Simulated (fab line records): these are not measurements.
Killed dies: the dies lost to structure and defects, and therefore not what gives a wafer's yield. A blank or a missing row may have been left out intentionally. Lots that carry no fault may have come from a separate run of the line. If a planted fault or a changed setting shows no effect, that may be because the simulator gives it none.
A struck lot beside a sound one + flow gf180mcu + 23 steps out of a route of 602
Sound: these wafers, L416.1, L416.4, L416.6. Struck: wafers L419.2, L419.3, L419.6. The cause comes at the end.
Each step with rows lists, per side, the tool, then ch with its chambers, then its first start. Under that, the readings that differ: sound wafers + struck wafers + difference of the means + sigmas: that difference in standard deviations of wafers without a fault.
alike: a reading whose means differ by less than 2 such deviations, as well as words and numbers matching on both sides. not compared: withheld readings; readings where some wafer has no value; bounds like >300 that might hide an equal value; numbers whose values overlap and for which the record gives no deviation.
Wherever a step has rows on one side only, a row that says differs or no value, or a row with sigmas, the two part there. Numbers that have no deviation but don't overlap get no sigmas and don't part them. A reading missing from all wafers of one side parts the sides only when that side holds two or more wafers.

first, 5 steps without rows for these wafers: GF_MVSD_COAT_02 (resist thk 3000 nm); GF_MVSD_SOFTBAKE_03; GF_MVSD_EXPOSE_04 (exposes mask MVSD, target cd 1000 nm); GF_MVSD_PEB_05; GF_MVSD_DEVELOP_06 (develop time 60 s).
GF_MVSD_OVL_MEAS_07:
  struck on overlay-01, day 8 13:21; sound on overlay-01, day 7 19:32
  alike: MVSD_OVL
then, 2 steps without rows for these wafers: GF_MVSD_IMPLANT_08; GF_MVSD_IMPLANT_09.
GF_MVSD_STRIP_10: strips in O2/N2.
  sound on plasma-asher-04 ch 0,1, day 7 19:52; struck on plasma-asher-01 ch 0,1, day 8 13:41
  alike: drypump-motor-current-A, heater-power-w, oes-product-au, strip-time-to-endpoint-s
  not compared: rf-hours-counter-h
GF_MVSD_TW_MEAS_11:
  struck on film-metro-02, day 8 13:47; sound on film-metro-03, day 7 19:58
  alike: MVSD_TW
then, 2 steps without rows for these wafers: GF_MVPSD_DEHYDRATE_00 (time 60 s); GF_MVPSD_HMDS_01 (prime time 60 s).
GF_MVPSD_COAT_02: resist thk 3000 nm.
  sound on litho-track-03 ch 0, day 8 03:30; struck on litho-track-03 ch 0, day 8 21:13
| reading                                 | sound          | struck         | difference | sigmas |
|-----------------------------------------|----------------|----------------|------------|--------|
| model.coat_of_MVPSD_COAT_02.thk-nm (nm) | 3004 3000 3004 | 2820 2816 2817 | -185       |        |
  alike: dispense-pressure-kPa
then, 3 steps without rows for these wafers: GF_MVPSD_SOFTBAKE_03; GF_MVPSD_EXPOSE_04 (exposes mask MVPSD, target cd 1000 nm); GF_MVPSD_PEB_05.
GF_MVPSD_DEVELOP_06: develop time 60 s.
  sound: litho-track-03 ch 0; struck: litho-track-02 ch 0
| reading                                 | sound          | struck         | difference | sigmas |
|-----------------------------------------|----------------|----------------|------------|--------|
| model.coat_of_MVPSD_COAT_02.thk-nm (nm) | 3003 2999 3003 | 2819 2815 2816 | -185       |        |
GF_MVPSD_OVL_MEAS_07:
  struck on overlay-02, day 9 06:30; sound on overlay-02, day 8 12:24
| reading        | sound       | struck       | difference | sigmas |
|----------------|-------------|--------------|------------|--------|
| MVPSD_OVL (nm) | 2.8 3.7 3.1 | -2.6 2.0 1.1 | -3.0       | -2     |
then, 2 steps without rows for these wafers: GF_MVPSD_IMPLANT_08; GF_MVPSD_IMPLANT_09.
GF_MVPSD_STRIP_10: strips in O2/N2.
  sound on plasma-asher-02 ch 0,1, day 8 12:44; struck on plasma-asher-02 ch 0,1, day 9 06:50
| reading                      | sound             | struck            | difference | sigmas |
|------------------------------|-------------------|-------------------|------------|--------|
| strip-time-to-endpoint-s (s) | 37.01 36.96 36.99 | 34.89 34.85 34.86 | -2.12      | -24    |
  alike: drypump-motor-current-A, heater-power-w, oes-product-au
  not compared: rf-hours-counter-h
GF_MVPSD_TW_MEAS_11:
  struck on film-metro-01, day 9 06:56; sound on film-metro-01, day 8 12:50
  alike: MVPSD_TW
-- the record jumps here: 24 days lie between the struck wafers' starts before and after (it left off in module MVPSD and takes up again in module PASSIVATION, whose first step shown is number 602 of the route) --
GF_PASSIVATION_PROBE_99:
  record: rows for the struck wafers here (prober-01, day 33 14:23), none for the sound ones

== WHERE THEY PART ==
At GF_MVPSD_OVL_MEAS_07 first; at GF_PASSIVATION_PROBE_99 last (within this record only).

WHY: what the simulator had put in
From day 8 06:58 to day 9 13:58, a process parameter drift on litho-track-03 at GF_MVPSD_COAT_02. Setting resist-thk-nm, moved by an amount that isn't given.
